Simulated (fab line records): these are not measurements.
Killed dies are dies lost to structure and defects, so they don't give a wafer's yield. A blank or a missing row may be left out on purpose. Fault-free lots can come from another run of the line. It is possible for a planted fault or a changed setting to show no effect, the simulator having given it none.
Matching of chambers :: flow gf180mcu :: 4 sister chambers for GF_V3_ETCH_16 on rieDiel-03
The step etches BARC in N2/H2. 14 wafers are shown with their chamber, then 7 later ones without.

== WAFERS, EACH WITH ITS CHAMBER ==
wafer: L248.1
chamber: 1
drypumpMotorCurrentA (A): 4.7
rfFwdPowerW (W): 494.5
oesProductAu (a.u.): 0.852

wafer: L248.2
chamber: 3
drypumpMotorCurrentA (A): 5.2
rfFwdPowerW (W): 496.4
oesProductAu (a.u.): 0.855

wafer: L248.6
chamber: 2
drypumpMotorCurrentA (A): 5.6
rfFwdPowerW (W): 496.0
oesProductAu (a.u.): 0.856

wafer: L250.3
chamber: 0
drypumpMotorCurrentA (A): 5.5
rfFwdPowerW (W): 494.3
oesProductAu (a.u.): 0.853

wafer: L250.5
chamber: 1
drypumpMotorCurrentA (A): 4.7
rfFwdPowerW (W): 494.0
oesProductAu (a.u.): 0.857

wafer: L250.6
chamber: 2
drypumpMotorCurrentA (A): 5.6
rfFwdPowerW (W): 497.3
oesProductAu (a.u.): 0.853

wafer: L251.1
chamber: 3
drypumpMotorCurrentA (A): 5.3
rfFwdPowerW (W): 495.2
oesProductAu (a.u.): 0.862

wafer: L251.2
chamber: 2
drypumpMotorCurrentA (A): 5.6
rfFwdPowerW (W): 496.1
oesProductAu (a.u.): 0.855

wafer: L251.3
chamber: 0
drypumpMotorCurrentA (A): 5.5
rfFwdPowerW (W): 493.5
oesProductAu (a.u.): 0.856

wafer: L252.1
chamber: 2
drypumpMotorCurrentA (A): 5.6
rfFwdPowerW (W): 498.5
oesProductAu (a.u.): 0.858

wafer: L252.3
chamber: 0
drypumpMotorCurrentA (A): 5.5
rfFwdPowerW (W): 493.1
oesProductAu (a.u.): 0.859

wafer: L252.5
chamber: 3
drypumpMotorCurrentA (A): 5.2
rfFwdPowerW (W): 492.6
oesProductAu (a.u.): 0.861

wafer: L262.1
chamber: 2
drypumpMotorCurrentA (A): 5.6
rfFwdPowerW (W): 495.5
oesProductAu (a.u.): 0.841

wafer: L262.3
chamber: 3
drypumpMotorCurrentA (A): 5.3
rfFwdPowerW (W): 495.7
oesProductAu (a.u.): 0.862

SIGNATURES (means of the wafers above)
reading: drypumpMotorCurrentA
chamber 0: 5.500
chamber 1: 4.700
chamber 2: 5.600
chamber 3: 5.250
scatter within a chamber: 0.0316

reading: rfFwdPowerW
chamber 0: 493.633
chamber 1: 494.250
chamber 2: 496.680
chamber 3: 494.975
scatter within a chamber: 1.23

reading: oesProductAu
chamber 0: 0.85600
chamber 1: 0.85450
chamber 2: 0.85260
chamber 3: 0.86000
scatter within a chamber: 0.00496
Rule: distance of a wafer from a chamber = root of the sum over the readings of ((wafer's reading minus chamber's mean) / reading's scatter) squared. The wafer belongs to the nearest chamber; if the next one is less than 2 further off, it can't be placed. The scatter: take each reading less its chamber's mean, square it, sum over the shown wafers, divide by the number of wafers less the number of chambers, and take the root.

== WAFERS WITHOUT THEIR CHAMBER ==
wafer: L262.4
drypumpMotorCurrentA (A): 4.7
rfFwdPowerW (W): 494.2
oesProductAu (a.u.): 0.857

wafer: L269.1
drypumpMotorCurrentA (A): 5.5
rfFwdPowerW (W): 490.0
oesProductAu (a.u.): 0.856

wafer: L269.2
drypumpMotorCurrentA (A): 5.2
rfFwdPowerW (W): 494.6
oesProductAu (a.u.): 0.858

wafer: L269.3
drypumpMotorCurrentA (A): 5.6
rfFwdPowerW (W): 498.5
oesProductAu (a.u.): 0.855

wafer: L271.2
drypumpMotorCurrentA (A): 5.2
rfFwdPowerW (W): 493.9
oesProductAu (a.u.): 0.858

wafer: L271.4
drypumpMotorCurrentA (A): 5.6
rfFwdPowerW (W): 497.4
oesProductAu (a.u.): 0.854

wafer: L271.6
drypumpMotorCurrentA (A): 5.6
rfFwdPowerW (W): 499.1
oesProductAu (a.u.): 0.856

== EACH ONE'S CHAMBER ==
wafer: L262.4
from the rows above: 1
in truth: 1

wafer: L269.1
from the rows above: 0
in truth: 0

wafer: L269.2
from the rows above: 3
in truth: 3

wafer: L269.3
from the rows above: 2
in truth: 2

wafer: L271.2
from the rows above: 3
in truth: 3

wafer: L271.4
from the rows above: 2
in truth: 2

wafer: L271.6
from the rows above: 2
in truth: 2
7 of 7 placed correctly. Left unplaced by these rows: 0. Wrongly placed: 0.
